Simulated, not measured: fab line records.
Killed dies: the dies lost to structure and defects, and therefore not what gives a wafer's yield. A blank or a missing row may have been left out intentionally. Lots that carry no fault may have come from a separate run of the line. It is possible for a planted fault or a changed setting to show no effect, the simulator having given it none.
What tool caused it? / flow sky130 / 31 wafers from 11 lots sampled at 2 of the route's 708 steps

== WHAT THE GAUGES SHOWED, per wafer ==
SKY_LDD_HVN_TW_MEAS_10.
lot=L605; measured=day 21 03:39; on=film-metro-02; LDD_HVN_TW=1432 1426 1428
lot=L606; measured=day 21 10:31; on=film-metro-03; LDD_HVN_TW=1447 1444 1439
lot=L608; measured=day 22 08:43; on=film-metro-03; LDD_HVN_TW=1437 1433 1439
lot=L609; measured=day 22 10:21; on=film-metro-04; LDD_HVN_TW=1431 1428 1432
lot=L614; measured=day 24 11:36; on=film-metro-02; LDD_HVN_TW=1437 1439 1445
lot=L615; measured=day 24 20:58; on=film-metro-02; LDD_HVN_TW=1444 1444 1442
lot=L616; measured=day 25 05:24; on=film-metro-02; LDD_HVN_TW=1437 1439 1437
lot=L617; measured=day 25 16:32; on=film-metro-03; LDD_HVN_TW=1426 1430
lot=L618; measured=day 26 00:34; on=film-metro-04; LDD_HVN_TW=1431 1422 1422
lot=L619; measured=day 26 02:41; on=film-metro-03; LDD_HVN_TW=1432 1430
lot=L626; measured=day 28 13:37; on=film-metro-03; LDD_HVN_TW=1431 1431 1434

SKY_LDD_HVP_TW_MEAS_10.
lot=L605; measured=day 22 10:52; on=film-metro-03; LDD_HVP_TW=454.8 454.9 455.2
lot=L606; measured=day 22 17:36; on=film-metro-02; LDD_HVP_TW=455.6 456.0 456.0
lot=L608; measured=day 23 15:07; on=film-metro-01; LDD_HVP_TW=461.0 460.5 459.9
lot=L609; measured=day 23 17:13; on=film-metro-03; LDD_HVP_TW=455.9 459.0 457.4
lot=L614; measured=day 25 17:07; on=film-metro-01; LDD_HVP_TW=463.0 460.1 460.1
lot=L615; measured=day 26 02:37; on=film-metro-01; LDD_HVP_TW=461.9 458.4 459.3
lot=L616; measured=day 26 10:18; on=film-metro-03; LDD_HVP_TW=454.8 456.6 455.6
lot=L617; measured=day 26 21:23; on=film-metro-01; LDD_HVP_TW=457.7 460.0
lot=L618; measured=day 27 05:44; on=film-metro-02; LDD_HVP_TW=458.2 458.6 458.4
lot=L619; measured=day 27 07:38; on=film-metro-01; LDD_HVP_TW=459.4 460.5
lot=L626; measured=day 29 17:55; on=film-metro-02; LDD_HVP_TW=456.3 458.5 454.4

== WHICH TOOL RAN EACH LOT (tool, then ch and the chambers of the sampled wafers, then the start) ==
Record: no process step prior to these readings.

== AS READ BY THE TOOLS THEMSELVES (means over the sampled wafers that have a number; for cases with no such wafer, the mark the record gives instead) ==
The record holds no such reading with a usual standard deviation.

== THE ANSWER, worked out from the rows above alone ==
Rule: the usual values come from the lots themselves. Put in order of their means at a reading, lots are off if they are a third of the lots or fewer, leave a main group of 4 or more, and stand apart from it by a gap of 3 or more times the standard deviation of the main group's means; of several such gaps the widest counts. A main group is skipped when, at the precision printed for the reading in the tables above, its means are all equal. A lot without any number at a reading at which 4 lots or more have one is off too. Where the step has rows for the other lots, those lots are counted as sound. The gauges are gone through in route order, then the tools' own readings, and for those a lot's mean is taken as printed above. The first step at which some lot is off is used, and at that step the reading that is off furthest; a lot without a number counts as furthest.
None of the lots is off at any reading shown; this tells nothing.

== WHAT THE SIMULATOR HAD INSERTED ==
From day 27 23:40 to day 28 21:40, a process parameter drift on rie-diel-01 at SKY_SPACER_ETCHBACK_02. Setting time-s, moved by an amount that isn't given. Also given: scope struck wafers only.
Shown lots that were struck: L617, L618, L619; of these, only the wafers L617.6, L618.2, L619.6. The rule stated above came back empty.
